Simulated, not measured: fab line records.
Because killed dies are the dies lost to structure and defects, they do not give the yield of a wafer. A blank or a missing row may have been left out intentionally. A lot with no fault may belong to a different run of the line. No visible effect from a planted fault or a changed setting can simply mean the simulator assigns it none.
Which of the tools did it?    flow sky130    10 lots with 30 wafers sampled at 2 steps, on a route of 708 steps

== WHAT THE GAUGES READ, wafer by wafer ==
SKY_METAL4_CD_MEAS_13: target cd 300 nm. Usual: cdNm at 299.4 nm, with a standard deviation of 1.7.
lot   measured      on        cdNm (nm)          flag
L934  day 41 14:22  cdSem-02  300.9 301.5 301.0  
L936  day 42 06:04  cdSem-01  298.6 297.5 297.8  
L937  day 42 20:49  cdSem-02  300.8 299.5 299.7  
L938  day 42 22:22  cdSem-01  298.9 299.1 298.2  
L939  day 43 11:10  cdSem-02  297.5 298.1 298.3  
L946  day 45 03:58  cdSem-01  300.3 299.1 299.7  
L952  day 46 09:34  cdSem-01  297.0 296.3 297.8  
L951  day 46 12:40  cdSem-01  298.8 301.7 300.1  
L953  day 46 20:28  cdSem-02  300.3 299.4 299.3  
L954  day 47 01:13  cdSem-02  299.0 299.2 298.0  

SKY_METAL4_OVL_MEAS_14. Usual: METAL4_OVL gives 3 nm (standard deviation 5.2).
lot   measured      on          METAL4_OVL (nm)  flag
L934  day 41 14:27  overlay-02  16 2 10          
L936  day 42 06:11  overlay-02  6 1 3            
L937  day 42 20:54  overlay-01  -1 -8 3          
L938  day 42 22:29  overlay-02  5 3 6            
L939  day 43 11:17  overlay-01  -1 6 -3          
L946  day 45 04:05  overlay-02  5 4 7            
L952  day 46 09:41  overlay-01  1 11 6           
L951  day 46 12:47  overlay-01  3 2 7            
L953  day 46 20:35  overlay-02  -6 0 -2          
L954  day 47 01:20  overlay-01  3 3 3            

== EACH LOT AND THE TOOL THAT RAN IT (in order: tool; ch and the chambers of the sampled wafers; start) ==
There is no process step in the record ahead of these readings.

== WHAT THE TOOLS THEMSELVES READ (means of the sampled wafers that have a number; where no wafer has one, the mark that the record gives instead) ==
The record holds no such reading with a usual standard deviation.

== THE ANSWER, worked out from the rows above alone ==
Rule: a lot counts as off when the mean over its wafers that have a number is more than 3 standard deviations away from the usual mean. A lot without any number at a reading at which 4 lots or more have one is off too. Where the step has rows for the other lots, those lots are counted as sound. Order of review: gauges by route order, followed by the tools' own readings, for which a lot's mean as printed above is used. At the first step where some lot is off, the reading lying furthest off is the one used; lots without a number count as furthest.
Across all readings shown, no lot is off: no conclusion can be drawn from this.

== WHAT THE SIMULATOR HAD INSERTED ==
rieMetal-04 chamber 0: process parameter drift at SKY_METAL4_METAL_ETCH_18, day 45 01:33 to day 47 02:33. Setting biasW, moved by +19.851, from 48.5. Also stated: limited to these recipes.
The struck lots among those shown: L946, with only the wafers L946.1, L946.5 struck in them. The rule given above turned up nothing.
